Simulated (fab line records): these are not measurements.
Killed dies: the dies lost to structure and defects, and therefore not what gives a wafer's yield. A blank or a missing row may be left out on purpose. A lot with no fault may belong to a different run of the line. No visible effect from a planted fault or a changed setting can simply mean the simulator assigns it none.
fab line records    flow sky130
record lots=5  wafers=23
route steps=708 shown VIA1@478 METAL2@484 VIA2@507 METAL3@534 CAPM@539
startH: hours from the record's opening day to when the first of the lot's shown wafers began    waitH: time in hours since the lot's previous step    " same as the row above    L1.1+2: one row covering several wafers at once    - no value present, or no start provided    * or withheld: withheld    < > ~ a bound
route shown NAME@n: names a module that has steps shown in the file, with the first one's number in the route    usual: average and standard deviation across the fault-free wafers    same: alike in all rows    chamber/n: place in a boat    sites: each site's reading    _std_site: the values' standard deviation    _edge_site: mean of outer sites minus mean of inner sites    radiusMm: for every site, how far away it sits from the centre of the wafer    mask NAME#n: copy n    behind: tool/chamber where the wafer was last shaped    hold: the reason the lot was held/the length of the hold in hours/how it ended    device: names the non-switching transistor (n, p or np)    end of line: the route-end tests of the same wafers    step lacking rows: just its recipe    killed: not the wafer's yield, but the dies lost to structure and defects at the first sort    map: a wafer's dies, marking killed ones x, the rest . and places with no die _
set.NAME: setting as actually run; set.NAME@STEP: the setting as run at that earlier step    model.NAME: the simulator's own value behind a step, which no gauge read
lots whose settings were changed on purpose; a table a step, a row a wafer
## steps
# step SKY_VIA1_SPUTTER_20
# recipe material=TiN  targetThkNm=20  chamberPressurePa=5  powerW=4000  timeS=80
lot.wafer  tool           chamber  startH  waitH  set.powerW  model.TiN_of_VIA1_SPUTTER_20.thkNm
L076.2+4   pvdSputter-01  -        865.09  0.0    4000        20.18
L076.3     "              -        "       "      4000        20.2
L076.5     "              -        "       "      4000        20.17
L076.6     "              -        "       "      4000        20.06
L079.1     pvdSputter-02  -        866.25  0.0    4331        21.67
L079.2     "              -        "       "      4000        20.13
L079.3     "              -        "       "      4000        20.18
L079.4     "              -        "       "      4331        21.52
L079.5     "              -        "       "      4331        21.62
L081.1     pvdSputter-02  -        869.38  0.0    4000        20.07
L081.2     "              -        "       "      4000        19.93
L081.6     "              -        "       "      4000        19.98
L080.1     pvdSputter-02  -        875.36  0.0    3802        19.27
L080.3     "              -        "       "      4000        19.86
L080.4     "              -        "       "      4000        19.97
L080.5     "              -        "       "      3802        19.06
L080.6     "              -        "       "      3802        18.95
L085.1     pvdSputter-03  -        940.80  0.0    4000        19.83
L085.2     "              -        "       "      4447        22.09
L085.4     "              -        "       "      4000        20.04
L085.5     "              -        "       "      4447        22.23
L085.6     "              -        "       "      4000        19.98
# step SKY_METAL2_SPUTTER_01
# recipe material=TiN  targetThkNm=20  powerW=6500  timeS=16.7  chamberPressurePa=0.4
lot.wafer  tool           chamber  startH  waitH  set.powerW  model.TiN_of_METAL2_SPUTTER_01.thkNm
L076.2     pvdSputter-04  -        865.75  0.0    5855        17.99
L076.3     "              -        "       "      6500        19.89
L076.4     "              -        "       "      5855        18.11
L076.5     "              -        "       "      6500        19.92
L076.6     "              -        "       "      6500        19.88
L079.1     pvdSputter-03  -        866.90  0.0    6500        19.78
L079.2     "              -        "       "      6500        19.98
L079.3     "              -        "       "      6500        19.81
L079.4     "              -        "       "      6500        19.85
L079.5     "              -        "       "      6500        19.94
L081.1     pvdSputter-03  -        870.04  0.0    6500        19.89
L081.2     "              -        "       "      6500        19.87
L081.6     "              -        "       "      6500        20.04
L080.1     pvdSputter-04  -        876.01  0.0    7079        21.47
L080.3     "              -        "       "      7079        21.63
L080.4     "              -        "       "      7079        21.5
L080.5     "              -        "       "      6500        19.55
L080.6     "              -        "       "      6500        19.54
L085.1     pvdSputter-04  -        941.45  0.0    6500        19.94
L085.2     "              -        "       "      6500        19.89
L085.4     "              -        "       "      5749        17.47
L085.5     "              -        "       "      5749        17.61
L085.6     "              -        "       "      6500        19.78
# step SKY_VIA2_HDPCVD_00
# recipe material=SiO2  targetThkNm=1180  sigmaOpenFrac=0.3  timeS=196.7  tempC=400  sih4FlowSccm=60  pressureMtorr=6
lot.wafer  tool       chamber  startH  waitH  set.timeS  model.SiO2_of_VIA2_HDPCVD_00.thkNm
L076.2     hdpcvd-02  1        893.26  0.0    196.7      1191
L076.3     "          0        "       "      196.7      1198
L076.4     "          0        "       "      169        1031
L076.5     "          1        "       "      169        1023
L076.6     "          2        "       "      169        -
L079.1     hdpcvd-02  1        894.71  0.0    196.7      1199
L079.2+3   "          0,2      "       "      196.7      -
L079.4     "          1        "       "      196.7      1196
L079.5     "          2        "       "      196.7      1219
L081.1     hdpcvd-01  1        897.53  0.0    196.7      1201
L081.2     "          2        "       "      196.7      1171
L081.6     "          1        "       "      196.7      1192
L080.1     hdpcvd-02  1        903.32  0.0    173.4      1035
L080.3     "          0        "       "      196.7      1177
L080.4     "          2        "       "      173.4      -
L080.5     "          1        "       "      173.4      1042
L080.6     "          0        "       "      196.7      -
L085.1     hdpcvd-02  2        968.08  0.0    185.9      1130
L085.2     "          0        "       "      185.9      1101
L085.4     "          0        "       "      196.7      1182
L085.5     "          1        "       "      196.7      -
L085.6     "          2        "       "      196.7      1186
# step SKY_VIA2_THK_MEAS_01
# recipe reads=SiO2_of_VIA2_HDPCVD_00
# usual VIA2_HDPCVD_THK=1185/13
lot.wafer  tool          chamber  startH  waitH  set.timeS@VIA2_HDPCVD_00  VIA2_HDPCVD_THK[nm]
L076.2     filmMetro-01  -        893.40  0.1    196.7                     1192
L076.3     "             -        "       "      196.7                     1199
L076.4     "             -        "       "      169                       1031
L076.5     "             -        "       "      169                       1024
L076.6     "             -        "       "      169                       1029
L079.1     filmMetro-02  -        894.83  0.1    196.7                     1198
L079.2     "             -        "       "      196.7                     1215
L079.3     "             -        "       "      196.7                     1209
L079.4     "             -        "       "      196.7                     1196
L079.5     "             -        "       "      196.7                     1220
L081.1     filmMetro-03  -        897.75  0.2    196.7                     1201
L081.2     "             -        "       "      196.7                     1170
L081.6     "             -        "       "      196.7                     1192
L080.1     filmMetro-03  -        903.45  0.1    173.4                     1035
L080.3     "             -        "       "      196.7                     1177
L080.4     "             -        "       "      173.4                     1019
L080.5     "             -        "       "      173.4                     1041
L080.6     "             -        "       "      196.7                     1163
L085.1     filmMetro-02  -        968.21  0.1    185.9                     1129
L085.2     "             -        "       "      185.9                     1101
L085.4     "             -        "       "      196.7                     1182
L085.5     "             -        "       "      196.7                     1158
L085.6     "             -        "       "      196.7                     1186
# step SKY_VIA2_COAT_07
# recipe resist=KrF-thick  spinRpm=3000  resistThkNm=450
lot.wafer  tool           chamber  startH  waitH  set.spinRpm  model.KrF-thick_of_VIA2_COAT_07.thkNm
L076.2+4   lithoTrack-03  0        -       -      2934         454.9
L076.3     "              0        "       "      2934         454.4
L076.5     "              0        "       "      3000         450.4
L076.6     "              0        "       "      3000         449.8
L079.1     lithoTrack-04  0        -       -      2935         453.8
L079.2     "              0        "       "      3000         449.2
L079.3     "              0        "       "      2935         454.9
L079.4     "              0        "       "      3000         449.6
L079.5     "              0        "       "      3000         450.3
L081.1     lithoTrack-03  0        -       -      3000         448.8
L081.2     "              0        "       "      3000         450.2
L081.6     "              0        "       "      3000         450.1
L080.1     lithoTrack-01  0        -       -      3000         449.1
L080.3     "              0        "       "      3167         437.5
L080.4     "              0        "       "      3000         449.6
L080.5     "              0        "       "      3167         437.2
L080.6     "              0        "       "      3167         437.3
L085.1     lithoTrack-03  0        -       -      3000         449.8
L085.2     "              0        "       "      3000         449.4
L085.4     "              0        "       "      3000         448.9
L085.5     "              0        "       "      3000         448.8
L085.6     "              0        "       "      3000         449.7
# step SKY_VIA2_ETCH_14
# recipe chemistry=N2/H2  target=BARC  ionEnergyEv=200  sourceW=500  biasW=100  pressureMtorr=30  n2FlowSccm=100  h2FlowSccm=200  stopOn=SiO2  timeS=45.9  targetDepthA=600
lot.wafer  tool        chamber  startH  waitH  set.biasW  set.spinRpm@VIA2_COAT_07  model.KrF-thick_of_VIA2_COAT_07.thkNm
L076.2     rieDiel-04  3        919.61  0.0    100        2934                      397.3
L076.3     "           2        "       "      109.3      2934                      395.7
L076.4     "           1        "       "      109.3      2934                      395.8
L076.5     "           1        "       "      100        3000                      392.5
L076.6     "           0        "       "      109.3      3000                      390.6
L079.1     rieDiel-02  0        920.29  0.0    100        2935                      396.1
L079.2     "           3        "       "      100        3000                      390.8
L079.3     "           2        "       "      106.4      2935                      397.1
L079.4     "           1        "       "      106.4      3000                      390.2
L079.5     "           1        "       "      106.4      3000                      391
L081.1     rieDiel-02  0        923.19  0.0    100        3000                      391.1
L081.2     "           3        "       "      100        3000                      392.2
L081.6     "           2        "       "      100        3000                      392.8
L080.1     rieDiel-02  2        928.56  0.0    100        3000                      391.6
L080.3     "           0        "       "      100        3167                      379.5
L080.4     "           3        "       "      100        3000                      391
L080.5     "           1        "       "      100        3167                      378.9
L080.6     "           0        "       "      100        3167                      379.6
L085.1     rieDiel-04  3        994.56  0.0    100        3000                      392.2
L085.2     "           1        "       "      100        3000                      391.2
L085.4     "           1        "       "      100        3000                      390.7
L085.5     "           3        "       "      100        3000                      391
L085.6     "           2        "       "      100        3000                      391.3
# step SKY_VIA2_ETCH_15
# recipe target=SiO2  chemistry=C4F8/O2/Ar  targetDepthNm=546  stopOn=TiN  maskMaterial=KrF-thick  sourceW=1500  biasW=1200  pressureMtorr=40  c4f8FlowSccm=withheld  O2_flow_sccm=6  Ar_flow_sccm=300  timeS=84
lot.wafer  tool        chamber  startH  waitH  set.spinRpm@VIA2_COAT_07  model.KrF-thick_of_VIA2_COAT_07.thkNm
L076.2     rieDiel-04  3        919.65  0.0    2934                      287
L076.3     "           2        "       "      2934                      286.2
L076.4     "           1        "       "      2934                      285.1
L076.5     "           1        "       "      3000                      282.1
L076.6     "           0        "       "      3000                      280.2
L079.1     rieDiel-02  0        920.34  0.0    2935                      286.3
L079.2     "           3        "       "      3000                      279.9
L079.3     "           2        "       "      2935                      287.5
L079.4     "           1        "       "      3000                      278.9
L079.5     "           1        "       "      3000                      280
L081.1     rieDiel-02  0        923.24  0.0    3000                      281.9
L081.2     "           3        "       "      3000                      281.5
L081.6     "           2        "       "      3000                      285.1
L080.1     rieDiel-02  2        928.60  0.0    3000                      283.6
L080.3     "           0        "       "      3167                      269.3
L080.4     "           3        "       "      3000                      279.8
L080.5     "           1        "       "      3167                      267.7
L080.6     "           0        "       "      3167                      270.2
L085.1     rieDiel-04  3        994.60  0.0    3000                      283.4
L085.2     "           1        "       "      3000                      279
L085.4     "           1        "       "      3000                      279.3
L085.5     "           3        "       "      3000                      281.7
L085.6     "           2        "       "      3000                      281.1
# step SKY_VIA2_STRIP_16
# recipe chemistry=O2/N2  powerW=1400  pressureMtorr=1500  platenTempC=withheld  o2FlowSccm=3000  n2FlowSccm=300  overashFraction=0.5
# usual stripTimeToEndpointS=4.034/0.022
lot.wafer  tool            chamber  startH  waitH  set.spinRpm@VIA2_COAT_07  stripTimeToEndpointS
L076.2     plasmaAsher-03  0        919.72  0.0    2934                      4.069
L076.3     "               1        "       "      2934                      4.069
L076.4     "               0        "       "      2934                      4.059
L076.5     "               0        "       "      3000                      4.026
L076.6     "               1        "       "      3000                      4.011
L079.1     plasmaAsher-03  0        920.40  0.0    2935                      4.079
L079.2     "               1        "       "      3000                      4.010
L079.3     "               1        "       "      2935                      4.118
L079.4     "               0        "       "      3000                      4.019
L079.5     "               1        "       "      3000                      4.016
L081.1     plasmaAsher-02  1        923.30  0.0    3000                      4.040
L081.2     "               0        "       "      3000                      4.030
L081.6     "               0        "       "      3000                      4.050
L080.1     plasmaAsher-04  1        928.67  0.0    3000                      4.051
L080.3     "               0        "       "      3167                      3.909
L080.4     "               1        "       "      3000                      4.016
L080.5     "               0        "       "      3167                      3.883
L080.6     "               1        "       "      3167                      3.917
L085.1     plasmaAsher-04  1        994.67  0.0    3000                      4.033
L085.2     "               0        "       "      3000                      4.003
L085.4     "               1        "       "      3000                      4.022
L085.5     "               0        "       "      3000                      4.033
L085.6     "               1        "       "      3000                      4.031
# step SKY_METAL3_SPUTTER_02
# recipe material=AlCu  targetThkNm=735  powerW=10600  timeS=39.1  chamberPressurePa=0.4
lot.wafer  tool           chamber  startH  waitH  set.powerW  model.AlCu_of_METAL3_SPUTTER_02.thkNm
L076.2     pvdSputter-03  -        921.03  0.0    10600       728.3
L076.3     "              -        "       "      11630       790.5
L076.4     "              -        "       "      10600       729.9
L076.5     "              -        "       "      10600       732.8
L076.6     "              -        "       "      11630       792.7
L079.1     pvdSputter-01  -        921.71  0.0    10600       735.7
L079.2     "              -        "       "      9800        682.4
L079.3     "              -        "       "      9800        687.3
L079.4     "              -        "       "      9800        680.5
L079.5     "              -        "       "      10600       737.3
L081.1     pvdSputter-01  -        924.71  0.0    10600       730.4
L081.2     "              -        "       "      10600       734.7
L081.6     "              -        "       "      10600       728.7
L080.1     pvdSputter-01  -        930.04  0.0    10600       738
L080.3     "              -        "       "      10600       735
L080.4     "              -        "       "      11210       789.6
L080.5     "              -        "       "      10600       739.2
L080.6     "              -        "       "      11210       786.6
L085.1     pvdSputter-01  -        995.98  0.0    10600       735.8
L085.2     "              -        "       "      9460        654.3
L085.4     "              -        "       "      10600       735.5
L085.5     "              -        "       "      9460        656.6
L085.6     "              -        "       "      9460        657.7
# step SKY_CAPM_SPUTTER_02
# recipe material=TiN  targetThkNm=200  tempC=300  powerW=6500  timeS=166.7  chamberPressurePa=0.4
lot.wafer  tool           chamber  startH  waitH  set.timeS  model.TiN_of_CAPM_SPUTTER_02.thkNm
L076.2     pvdSputter-01  -        921.22  0.0    166.7      199.2
L076.3     "              -        "       "      155.7      185.6
L076.4     "              -        "       "      155.7      187.3
L076.5     "              -        "       "      155.7      187.2
L076.6     "              -        "       "      166.7      200.9
L079.1     pvdSputter-02  -        921.91  0.1    183.4      218.6
L079.2     "              -        "       "      166.7      200.9
L079.3     "              -        "       "      166.7      198.1
L079.4     "              -        "       "      183.4      221.1
L079.5     "              -        "       "      166.7      200.7
L081.1     pvdSputter-02  -        924.90  0.1    166.7      197.9
L081.2     "              -        "       "      166.7      195.3
L081.6     "              -        "       "      166.7      198
L080.1     pvdSputter-03  -        930.24  0.1    166.7      198.6
L080.3     "              -        "       "      166.7      198.8
L080.4     "              -        "       "      166.7      199.5
L080.5     "              -        "       "      166.7      197.1
L080.6     "              -        "       "      166.7      198
L085.1     pvdSputter-02  -        996.17  0.1    166.7      203.5
L085.2     "              -        "       "      185.5      223.3
L085.4     "              -        "       "      185.5      224.5
L085.5     "              -        "       "      166.7      199.7
L085.6     "              -        "       "      185.5      223.2
# step SKY_CAPM_RS_MEAS_03
# recipe thkMeasGauge=four-point-probe  reads=TiN_of_CAPM_SPUTTER_02
# usual CAPM_TIN_RS=6.92/0.065
lot.wafer  tool          chamber  startH  waitH  set.timeS@CAPM_SPUTTER_02  CAPM_TIN_RS[ohm/sq]
L076.2     filmMetro-02  -        921.36  0.1    166.7                      6.95
L076.3     "             -        "       "      155.7                      7.46
L076.4     "             -        "       "      155.7                      7.39
L076.5     "             -        "       "      155.7                      7.39
L076.6     "             -        "       "      166.7                      6.88
L079.1     filmMetro-03  -        922.02  0.1    183.4                      6.30
L079.2     "             -        "       "      166.7                      6.87
L079.3     "             -        "       "      166.7                      6.97
L079.4     "             -        "       "      183.4                      6.23
L079.5     "             -        "       "      166.7                      6.88
L081.1     filmMetro-04  -        925.01  0.1    166.7                      7.00
L081.2     "             -        "       "      166.7                      7.08
L081.6     "             -        "       "      166.7                      6.98
L080.1     filmMetro-02  -        930.35  0.1    166.7                      6.96
L080.3     "             -        "       "      166.7                      6.95
L080.4     "             -        "       "      166.7                      6.94
L080.5     "             -        "       "      166.7                      7.03
L080.6     "             -        "       "      166.7                      7.00
L085.1     filmMetro-03  -        996.28  0.1    166.7                      6.80
L085.2     "             -        "       "      185.5                      6.18
L085.4     "             -        "       "      185.5                      6.14
L085.5     "             -        "       "      166.7                      6.93
L085.6     "             -        "       "      185.5                      6.19
# step SKY_CAPM_THK_MEAS_04
# recipe thkMeasGauge=xrf  reads=TiN_of_CAPM_SPUTTER_02
# usual CAPM_TIN_THK=199.8/2
lot.wafer  tool          chamber  startH  waitH  set.timeS@CAPM_SPUTTER_02  CAPM_TIN_THK[nm]
L076.2     filmMetro-02  -        921.47  0.1    166.7                      199.1
L076.3     "             -        "       "      155.7                      186.5
L076.4     "             -        "       "      155.7                      187.7
L076.5     "             -        "       "      155.7                      187.6
L076.6     "             -        "       "      166.7                      201.2
L079.1     filmMetro-03  -        922.14  0.1    183.4                      216.8
L079.2     "             -        "       "      166.7                      200.4
L079.3     "             -        "       "      166.7                      195.2
L079.4     "             -        "       "      183.4                      220.3
L079.5     "             -        "       "      166.7                      199.4
L081.1     filmMetro-04  -        925.13  0.1    166.7                      199.3
L081.2     "             -        "       "      166.7                      197.0
L081.6     "             -        "       "      166.7                      199.9
L080.1     filmMetro-02  -        930.47  0.1    166.7                      198.9
L080.3     "             -        "       "      166.7                      199.1
L080.4     "             -        "       "      166.7                      198.9
L080.5     "             -        "       "      166.7                      196.7
L080.6     "             -        "       "      166.7                      199.0
L085.1     filmMetro-03  -        996.40  0.1    166.7                      202.9
L085.2     "             -        "       "      185.5                      222.2
L085.4     "             -        "       "      185.5                      225.1
L085.5     "             -        "       "      166.7                      199.7
L085.6     "             -        "       "      185.5                      222.9
# step SKY_CAPM_DEHYDRATE_05
# recipe tempC=200  timeS=60
# step SKY_CAPM_HMDS_06
# recipe primeTimeS=60  primeTempC=120
# step SKY_CAPM_DEVELOP_11
# recipe resist=NOVOLAK  developer=TMAH  developTimeS=60  devTempC=23
# step SKY_CAPM_METAL_ETCH_13
# recipe targetDepthNm=220  stopOn=SiO2  chemistry=Cl2/BCl3  target=TiN  pressureMtorr=10  icpW=900  biasW=48.5  Cl2_flow_sccm=60  bcl3FlowSccm=30  timeS=62.9
# usual oesProductAu=0.941/0.0072
lot.wafer  tool         chamber  startH   waitH  set.timeS@CAPM_SPUTTER_02  oesProductAu
L076.2     rieMetal-01  1        945.31   0.0    166.7                      0.934
L076.3     "            0        "        "      155.7                      0.894
L076.4     "            1        "        "      155.7                      0.925
L076.5     "            1        "        "      155.7                      0.908
L076.6     "            0        "        "      166.7                      0.951
L079.1     rieMetal-02  1        945.91   0.0    183.4                      0.993
L079.2     "            0        "        "      166.7                      0.944
L079.3     "            0        "        "      166.7                      0.936
L079.4     "            1        "        "      183.4                      0.985
L079.5     "            1        "        "      166.7                      0.945
L081.1     rieMetal-02  1        949.46   0.0    166.7                      0.937
L081.2     "            0        "        "      166.7                      0.931
L081.6     "            0        "        "      166.7                      0.932
L080.1     rieMetal-01  0        954.36   0.0    166.7                      0.941
L080.3     "            1        "        "      166.7                      0.937
L080.4     "            0        "        "      166.7                      0.948
L080.5     "            1        "        "      166.7                      0.938
L080.6     "            0        "        "      166.7                      0.935
L085.1     rieMetal-03  1        1017.46  0.0    166.7                      0.950
L085.2     "            0        "        "      185.5                      0.986
L085.4     "            0        "        "      185.5                      0.997
L085.5     "            1        "        "      166.7                      0.936
L085.6     "            0        "        "      185.5                      0.990
## key
split step=SKY_VIA1_SPUTTER_20  setting=powerW  stated=4000  by=wafer
response step=SKY_VIA1_SPUTTER_20  reading=model.TiN_of_VIA1_SPUTTER_20.thkNm  change=+0.187  per=1%  r=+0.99
split step=SKY_METAL2_SPUTTER_01  setting=powerW  stated=6500  by=wafer
response step=SKY_METAL2_SPUTTER_01  reading=model.TiN_of_METAL2_SPUTTER_01.thkNm  change=+0.202  per=1%  r=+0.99
split step=SKY_VIA2_HDPCVD_00  setting=timeS  stated=196.7  by=wafer
response step=SKY_VIA2_HDPCVD_00  reading=model.SiO2_of_VIA2_HDPCVD_00.thkNm  change=+11.9  per=1%  r=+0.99
response step=SKY_VIA2_THK_MEAS_01  reading=VIA2_HDPCVD_THK  change=+11.7  per=1%  r=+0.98
split step=SKY_VIA2_COAT_07  setting=spinRpm  stated=3000  by=wafer
response step=SKY_VIA2_COAT_07  reading=model.KrF-thick_of_VIA2_COAT_07.thkNm  change=-2.15  per=1%  r=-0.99
response step=SKY_VIA2_ETCH_14  reading=model.KrF-thick_of_VIA2_COAT_07.thkNm  change=-2.22  per=1%  r=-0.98
response step=SKY_VIA2_ETCH_15  reading=model.KrF-thick_of_VIA2_COAT_07.thkNm  change=-2.39  per=1%  r=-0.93
response step=SKY_VIA2_STRIP_16  reading=stripTimeToEndpointS  change=*  per=1%  r=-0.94
split step=SKY_VIA2_ETCH_14  setting=biasW  stated=100  by=wafer
response none clear
split step=SKY_METAL3_SPUTTER_02  setting=powerW  stated=10600  by=wafer
response step=SKY_METAL3_SPUTTER_02  reading=model.AlCu_of_METAL3_SPUTTER_02.thkNm  change=+7.14  per=1%  r=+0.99
split step=SKY_CAPM_SPUTTER_02  setting=timeS  stated=166.7  by=wafer
response step=SKY_CAPM_SPUTTER_02  reading=model.TiN_of_CAPM_SPUTTER_02.thkNm  change=+1.98  per=1%  r=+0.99
response step=SKY_CAPM_RS_MEAS_03  reading=CAPM_TIN_RS  change=-0.0648  per=1%  r=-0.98
response step=SKY_CAPM_THK_MEAS_04  reading=CAPM_TIN_THK  change=+1.98  per=1%  r=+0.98
response step=SKY_CAPM_METAL_ETCH_13  reading=oesProductAu  change=+0.00455  per=1%  r=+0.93
